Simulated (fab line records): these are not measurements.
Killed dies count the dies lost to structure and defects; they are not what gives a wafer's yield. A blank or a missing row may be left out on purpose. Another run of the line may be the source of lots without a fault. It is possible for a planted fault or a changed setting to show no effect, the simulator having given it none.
Split-lot trial / flow sfq_line / 23 wafers read across 5 lots, on a route 325 steps long

== THE SPLIT ITSELF ==
At SFQ_TRILAYER_M8_LITHO_COAT_193 (resist thk 600 nm), the setting resist_thk_nm was moved away from the recipe's 600 nm on 11 of the 23 wafers read, by -4.3% to +5.4%. This setting was run at the recipe's value on the other wafers.

The split's own step is where the reading is taken.

== THE READING ==
KrF_of_TRILAYER_M8_LITHO_COAT_193.thk_nm (the simulator's own value, which no gauge read), in nm, at SFQ_TRILAYER_M8_LITHO_COAT_193 (resist thk 600 nm). The file gives no usual value for it. The 12 wafers here that ran the recipe average 599.0 nm, standard deviation 1.3 nm.

wafer=L074.2; tool, chamber at the split=litho_track-01, 0; resist_thk_nm as run, nm=600; against the recipe=recipe; KrF_of_TRILAYER_M8_LITHO_COAT_193.thk_nm, nm=598.9; against lot-mates on the recipe=-
wafer=L074.4; tool, chamber at the split=litho_track-01, 0; resist_thk_nm as run, nm=600; against the recipe=recipe; KrF_of_TRILAYER_M8_LITHO_COAT_193.thk_nm, nm=600; against lot-mates on the recipe=-
wafer=L074.5; tool, chamber at the split=litho_track-01, 0; resist_thk_nm as run, nm=600; against the recipe=recipe; KrF_of_TRILAYER_M8_LITHO_COAT_193.thk_nm, nm=600.1; against lot-mates on the recipe=-
wafer=L076.2; tool, chamber at the split=litho_track-03, 0; resist_thk_nm as run, nm=580.8; against the recipe=-3.2%; KrF_of_TRILAYER_M8_LITHO_COAT_193.thk_nm, nm=576.6; against lot-mates on the recipe=-22.2
wafer=L076.3; tool, chamber at the split=litho_track-03, 0; resist_thk_nm as run, nm=580.8; against the recipe=-3.2%; KrF_of_TRILAYER_M8_LITHO_COAT_193.thk_nm, nm=578.1; against lot-mates on the recipe=-20.8
wafer=L076.4; tool, chamber at the split=litho_track-03, 0; resist_thk_nm as run, nm=580.8; against the recipe=-3.2%; KrF_of_TRILAYER_M8_LITHO_COAT_193.thk_nm, nm=577.7; against lot-mates on the recipe=-21.1
wafer=L076.5; tool, chamber at the split=litho_track-03, 0; resist_thk_nm as run, nm=600; against the recipe=recipe; KrF_of_TRILAYER_M8_LITHO_COAT_193.thk_nm, nm=598.2; against lot-mates on the recipe=-
wafer=L076.6; tool, chamber at the split=litho_track-03, 0; resist_thk_nm as run, nm=600; against the recipe=recipe; KrF_of_TRILAYER_M8_LITHO_COAT_193.thk_nm, nm=599.5; against lot-mates on the recipe=-
wafer=L078.1; tool, chamber at the split=litho_track-03, 0; resist_thk_nm as run, nm=630.7; against the recipe=+5.1%; KrF_of_TRILAYER_M8_LITHO_COAT_193.thk_nm, nm=628.2; against lot-mates on the recipe=+30.7
wafer=L078.2; tool, chamber at the split=litho_track-03, 0; resist_thk_nm as run, nm=630.7; against the recipe=+5.1%; KrF_of_TRILAYER_M8_LITHO_COAT_193.thk_nm, nm=626.5; against lot-mates on the recipe=+29.0
wafer=L078.3; tool, chamber at the split=litho_track-03, 0; resist_thk_nm as run, nm=630.7; against the recipe=+5.1%; KrF_of_TRILAYER_M8_LITHO_COAT_193.thk_nm, nm=627.7; against lot-mates on the recipe=+30.2
wafer=L078.4; tool, chamber at the split=litho_track-03, 0; resist_thk_nm as run, nm=600; against the recipe=recipe; KrF_of_TRILAYER_M8_LITHO_COAT_193.thk_nm, nm=597.8; against lot-mates on the recipe=-
wafer=L078.5; tool, chamber at the split=litho_track-03, 0; resist_thk_nm as run, nm=600; against the recipe=recipe; KrF_of_TRILAYER_M8_LITHO_COAT_193.thk_nm, nm=597.3; against lot-mates on the recipe=-
wafer=L080.2; tool, chamber at the split=litho_track-03, 0; resist_thk_nm as run, nm=574.1; against the recipe=-4.3%; KrF_of_TRILAYER_M8_LITHO_COAT_193.thk_nm, nm=571.4; against lot-mates on the recipe=-26.1
wafer=L080.3; tool, chamber at the split=litho_track-03, 0; resist_thk_nm as run, nm=574.1; against the recipe=-4.3%; KrF_of_TRILAYER_M8_LITHO_COAT_193.thk_nm, nm=571.9; against lot-mates on the recipe=-25.6
wafer=L080.4; tool, chamber at the split=litho_track-03, 0; resist_thk_nm as run, nm=600; against the recipe=recipe; KrF_of_TRILAYER_M8_LITHO_COAT_193.thk_nm, nm=597.6; against lot-mates on the recipe=-
wafer=L080.5; tool, chamber at the split=litho_track-03, 0; resist_thk_nm as run, nm=600; against the recipe=recipe; KrF_of_TRILAYER_M8_LITHO_COAT_193.thk_nm, nm=597.3; against lot-mates on the recipe=-
wafer=L080.6; tool, chamber at the split=litho_track-03, 0; resist_thk_nm as run, nm=574.1; against the recipe=-4.3%; KrF_of_TRILAYER_M8_LITHO_COAT_193.thk_nm, nm=573.9; against lot-mates on the recipe=-23.6
wafer=L083.1; tool, chamber at the split=litho_track-02, 0; resist_thk_nm as run, nm=600; against the recipe=recipe; KrF_of_TRILAYER_M8_LITHO_COAT_193.thk_nm, nm=599.6; against lot-mates on the recipe=-
wafer=L083.3; tool, chamber at the split=litho_track-02, 0; resist_thk_nm as run, nm=632.4; against the recipe=+5.4%; KrF_of_TRILAYER_M8_LITHO_COAT_193.thk_nm, nm=632.2; against lot-mates on the recipe=+31.7
wafer=L083.4; tool, chamber at the split=litho_track-02, 0; resist_thk_nm as run, nm=632.4; against the recipe=+5.4%; KrF_of_TRILAYER_M8_LITHO_COAT_193.thk_nm, nm=633.6; against lot-mates on the recipe=+33.1
wafer=L083.5; tool, chamber at the split=litho_track-02, 0; resist_thk_nm as run, nm=600; against the recipe=recipe; KrF_of_TRILAYER_M8_LITHO_COAT_193.thk_nm, nm=600.9; against lot-mates on the recipe=-
wafer=L083.6; tool, chamber at the split=litho_track-02, 0; resist_thk_nm as run, nm=600; against the recipe=recipe; KrF_of_TRILAYER_M8_LITHO_COAT_193.thk_nm, nm=600.9; against lot-mates on the recipe=-

THE FIT
A straight line over all 23 wafers: KrF_of_TRILAYER_M8_LITHO_COAT_193.thk_nm changes by +6.07 nm for each +1% of resist_thk_nm; r = +1.00; the points scatter about the line by 1.6 nm.
The same after taking each lot's own level away (the mean of its wafers on the recipe; 23 wafers): +6 nm for each +1%; r = +1.00; scatter 1.1 nm.
On that fit, the largest move of resist_thk_nm shifts the reading by 32 nm.
The lots' own levels span 597.45 to 600.47 nm, that is 2.3 times the standard deviation above.
Hence the lot-to-lot level has little effect on the slope; both slopes agree.
Check: for one of the wafers moved furthest among these (+5.4%), held out of the fit, the line's prediction against its lot-mates is +32.2 nm. Against them it came out at +31.7 nm.

== FURTHER SPLITS ON THESE WAFERS ==
These wafers also went through other splits before the reading. Each is held against what the fit with the lots' levels taken away leaves over:
other split on the same wafers=SFQ_TRILAYER_I7_VIA_LITHO_COAT_192 spin_rpm; wafers away from the commonest value=6; r with KrF_of_TRILAYER_M8_LITHO_COAT_193.thk_nm (lot level and that fit taken away)=+0.54
other split on the same wafers=SFQ_TRILAYER_I7_VIA_BARC_OPEN_VIA_ETCH_260 time_s; wafers away from the commonest value=5; r with KrF_of_TRILAYER_M8_LITHO_COAT_193.thk_nm (lot level and that fit taken away)=+0.13

== FILE'S OWN FIT ==
KrF_of_TRILAYER_M8_LITHO_COAT_193.thk_nm changes by +5.99 nm for each +1% of resist_thk_nm, r = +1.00.
